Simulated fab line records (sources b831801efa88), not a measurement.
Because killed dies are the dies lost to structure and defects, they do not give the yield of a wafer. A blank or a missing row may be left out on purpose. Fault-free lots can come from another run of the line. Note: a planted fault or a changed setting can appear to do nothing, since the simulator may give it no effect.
Matching of chambers / flow gf180mcu / rie_diel-01 running GF_V2_ETCH_16: 4 sister chambers
The step etches BARC in N2/H2. 8 wafers are shown with their chamber, then 8 later ones without.

WAFERS WITH THEIR CHAMBER
wafer=L537.6; chamber=0; drypump_motor_current_A (A)=5.7; throttle_valve_pct (%)=13.235
wafer=L538.4; chamber=0; drypump_motor_current_A (A)=5.8; throttle_valve_pct (%)=13.220
wafer=L540.1; chamber=1; drypump_motor_current_A (A)=5.0; throttle_valve_pct (%)=13.210
wafer=L540.6; chamber=2; drypump_motor_current_A (A)=5.5; throttle_valve_pct (%)=13.234
wafer=L542.1; chamber=3; drypump_motor_current_A (A)=6.4; throttle_valve_pct (%)=13.219
wafer=L542.2; chamber=1; drypump_motor_current_A (A)=5.0; throttle_valve_pct (%)=13.229
wafer=L542.4; chamber=2; drypump_motor_current_A (A)=5.5; throttle_valve_pct (%)=13.219
wafer=L547.1; chamber=3; drypump_motor_current_A (A)=6.4; throttle_valve_pct (%)=13.217

WAFERS WITHOUT THEIR CHAMBER
wafer=L547.4; drypump_motor_current_A (A)=5.1; throttle_valve_pct (%)=13.227
wafer=L547.5; drypump_motor_current_A (A)=5.8; throttle_valve_pct (%)=13.232
wafer=L553.1; drypump_motor_current_A (A)=5.7; throttle_valve_pct (%)=13.222
wafer=L553.2; drypump_motor_current_A (A)=5.5; throttle_valve_pct (%)=13.205
wafer=L553.4; drypump_motor_current_A (A)=5.1; throttle_valve_pct (%)=13.233
wafer=L554.1; drypump_motor_current_A (A)=5.5; throttle_valve_pct (%)=13.216
wafer=L554.4; drypump_motor_current_A (A)=5.0; throttle_valve_pct (%)=13.227
wafer=L554.6; drypump_motor_current_A (A)=5.5; throttle_valve_pct (%)=13.219

THE CHAMBER EACH PASSED THROUGH
wafer=L547.4; from the rows above=1; in truth=1
wafer=L547.5; from the rows above=0; in truth=0
wafer=L553.1; from the rows above=0; in truth=0
wafer=L553.2; from the rows above=2; in truth=2
wafer=L553.4; from the rows above=1; in truth=1
wafer=L554.1; from the rows above=2; in truth=2
wafer=L554.4; from the rows above=1; in truth=1
wafer=L554.6; from the rows above=2; in truth=2
Placed correctly: 8 of 8. From these rows, 0 cannot be placed. Wrongly placed: 0.
How it was worked out, from the rows above alone: a wafer's distance from a chamber is the root of the sum, over the readings, of the square of ((its reading less the chamber's mean) divided by the reading's scatter). The wafer belongs to the nearest chamber; if the next one is less than 2 further off, it can't be placed. The mean given for a chamber averages the wafers shown for that chamber. The scatter: take each reading less its chamber's mean, square it, sum over the shown wafers, divide by the number of wafers less the number of chambers, and take the root.
